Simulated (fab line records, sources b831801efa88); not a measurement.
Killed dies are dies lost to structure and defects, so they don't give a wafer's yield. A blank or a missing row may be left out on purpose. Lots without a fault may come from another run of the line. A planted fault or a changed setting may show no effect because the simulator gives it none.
One fault seen from 2 desks | flow gf180mcu | each desk has only its own numbers; what lay behind them comes last

THE TOOL OWNER'S DESK: litho_track-02
The tool's own readings at GF_NSD_DEVELOP_06 (develop time 60 s): means of the sampled wafers that have a number, for each lot that ran on this tool. A lot is out of limits, marked OUT, if its mean lies more than 4 standard deviations from the usual mean; the brackets give that distance.
Columns: A = resist_line_temp_C at GF_NSD_DEVELOP_06, usual 23.01 C
lot  | first seen here | A
L850 | day 14 17:57    | 23.00
L851 | day 15 10:12    | 23.00
L852 | day 15 10:27    | 22.89
L853 | day 15 20:29    | 22.94
L854 | day 16 01:21    | 23.08
L859 | day 17 20:08    | 23.23
L860 | day 18 05:45    | 23.09
L862 | day 18 16:51    | 23.15
This desk's finding: nothing out of limits on any of the 8 lots.

THE METROLOGY DESK
What the gauges read, lot by lot, whatever tool the lot ran on: means of the sampled wafers that have a number. A lot is out of limits, marked OUT, if its mean lies more than 4 standard deviations from the usual mean; the brackets give that distance.
Columns: A = cd_nm at GF_HV_LDD_CD_MEAS_31, usual 399.9 nm; B = HV_LDD_03_OVL at GF_HV_LDD_OVL_MEAS_47, usual -0.9 nm; C = cd_nm at GF_NSD_CD_MEAS_07, usual 400.2 nm; D = cd_nm at GF_SAB_CD_MEAS_09, usual 420.0 nm
lot  | first seen here | A     | B    | C               | D
L847 | day 11 20:55    | 398.2 | -1.0 | 397.1           | 418.5
L849 | day 12 18:42    | 400.5 | -3.3 | 401.3           | 420.2
L850 | day 12 20:52    | 400.4 | -1.7 | 401.5           | 422.5
L851 | day 13 12:58    | 396.5 | -2.1 | 402.0           | 423.4
L852 | day 13 13:14    | 397.2 | -2.1 | 402.3           | 419.5
L853 | day 13 21:53    | 400.7 | -3.2 | 399.9           | 420.4
L854 | day 14 03:36    | 400.9 | -1.7 | 397.8           | 424.0
L859 | day 15 20:01    | 402.4 | 1.3  | 398.9           | 421.2
L860 | day 16 04:16    | 399.4 | -1.0 | 429.2 (+15) OUT | 419.8
L862 | day 16 14:43    | 401.9 | -0.0 | 432.1 (+17) OUT | 423.2
L866 | day 18 03:43    | 397.9 | 0.7  | 398.3           | 418.2
L867 | day 18 12:20    | 399.5 | -1.3 | 401.0           | 418.8
L868 | day 18 17:24    | 397.1 | 0.3  | 399.7           | 417.9
L869 | day 19 03:25    | 400.6 | -1.7 | 399.2           | 419.1
This desk's finding: out of limits on L860, L862; first on L860, day 18 05:54 (cd_nm at GF_NSD_CD_MEAS_07). In limits: L847, L849, L850, L851, L852, L853, L854, L859, L866, L867, L868, L869.

PUT TOGETHER
The metrology desk could have raised an alarm at day 18 05:54, on L860, L862.
The tool owner's desk saw nothing out of limits.
The tool owner's desk has L860, L862 on record, within its limits.
Of the lots named, all ran GF_NSD_DEVELOP_06 on litho_track-02.

WHAT THE SIMULATOR HAD PUT IN
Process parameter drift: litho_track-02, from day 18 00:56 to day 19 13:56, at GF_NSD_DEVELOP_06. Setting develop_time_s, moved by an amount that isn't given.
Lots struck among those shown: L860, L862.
Hours from the fault's start to each desk's first reading out of limits: the metrology desk, 5.
